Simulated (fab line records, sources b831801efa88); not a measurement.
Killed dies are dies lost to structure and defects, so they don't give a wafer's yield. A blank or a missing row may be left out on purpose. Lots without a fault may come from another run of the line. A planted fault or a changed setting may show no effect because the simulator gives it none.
Chamber matching | flow sky130 | SKY_VIA2_CMP_24 on cmp-02: 4 sister chambers
The step polishes, stops on SiO2, t overpolish 20 s, target thk 0 nm. 22 wafers are shown with their chamber, then 11 later ones without.

WAFERS WITH THEIR CHAMBER
wafer  | chamber | motor_current_A (A) | time_to_endpoint_s (s) | overpolish_run_s (s)
L077.1 | 0       | 11.0                | 105                    | 19.996
L077.4 | 1       | 12.6                | 97                     | 19.993
L077.6 | 1       | 12.3                | 102                    | 20.000
L079.2 | 2       | 11.5                | 97                     | 20.018
L079.3 | 1       | 13.2                | 104                    | 19.996
L079.4 | 0       | 10.6                | 113                    | 20.006
L083.1 | 0       | 10.4                | 101                    | 20.019
L083.3 | 3       | 9.8                 | 105                    | 20.013
L083.6 | 1       | 12.2                | 97                     | 20.000
L085.1 | 0       | 10.8                | 110                    | 19.999
L085.4 | 2       | 11.3                | 95                     | 20.011
L085.6 | 1       | 12.5                | 103                    | 20.001
L087.1 | 1       | 12.6                | 102                    | 19.996
L087.2 | 3       | 9.7                 | 108                    | 19.998
L087.6 | 3       | 8.9                 | 105                    | 19.988
L089.3 | 2       | 11.4                | 95                     | 19.996
L089.4 | 3       | 9.4                 | 108                    | 19.996
L089.6 | 3       | 9.5                 | 102                    | 20.004
L093.1 | 3       | 10.1                | 112                    | 19.975
L093.4 | 1       | 12.6                | 103                    | 19.997
L093.5 | 2       | 11.1                | 100                    | 20.002
L095.1 | 0       | 11.0                | 108                    | 20.006

SIGNATURES (means of the wafers above)
reading            | chamber 0 | chamber 1 | chamber 2 | chamber 3 | scatter within a chamber
motor_current_A    | 10.760    | 12.571    | 11.325    | 9.567     | 0.317
time_to_endpoint_s | 107.40    | 101.14    | 96.75     | 106.67    | 3.43
overpolish_run_s   | 20.00520  | 19.99757  | 20.00675  | 19.99567  | 0.00915
Rule: a wafer's distance from a chamber is the root of the sum, over the readings, of the square of ((its reading less the chamber's mean) divided by the reading's scatter). The wafer belongs to the nearest chamber; if the next one is less than 2 further off, it can't be placed. The scatter: the root of (the sum of the squares of (reading less its chamber's mean) over the shown wafers, divided by (wafers less chambers)).

WAFERS WITHOUT THEIR CHAMBER
wafer  | motor_current_A (A) | time_to_endpoint_s (s) | overpolish_run_s (s)
L095.3 | 12.4                | 104                    | 20.005
L095.5 | 11.4                | 100                    | 19.990
L094.1 | 13.0                | 100                    | 19.993
L094.3 | 10.2                | 105                    | 20.001
L094.6 | 10.2                | 105                    | 20.000
L096.2 | 11.5                | 104                    | 20.006
L096.4 | 10.9                | 100                    | 20.011
L096.6 | 9.5                 | 105                    | 20.006
L097.2 | 12.3                | 102                    | 20.007
L097.3 | 9.5                 | 109                    | 19.988
L097.6 | 11.1                | 108                    | 20.004

WHICH CHAMBER EACH WENT THROUGH
wafer  | from the rows above          | in truth
L095.3 | 1                            | 1
L095.5 | can't be placed: 2 or 0 or 1 | 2
L094.1 | 1                            | 1
L094.3 | can't be placed: 0 or 3      | 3
L094.6 | can't be placed: 0 or 3      | 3
L096.2 | can't be placed: 2 or 0 or 1 | 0
L096.4 | can't be placed: 2 or 0      | 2
L096.6 | 3                            | 3
L097.2 | 1                            | 1
L097.3 | 3                            | 3
L097.6 | 0                            | 0
Placed correctly: 6 of 11. Can't be placed from these rows: 5 (the true chamber is among the candidates in 5). Placed wrongly: 0.
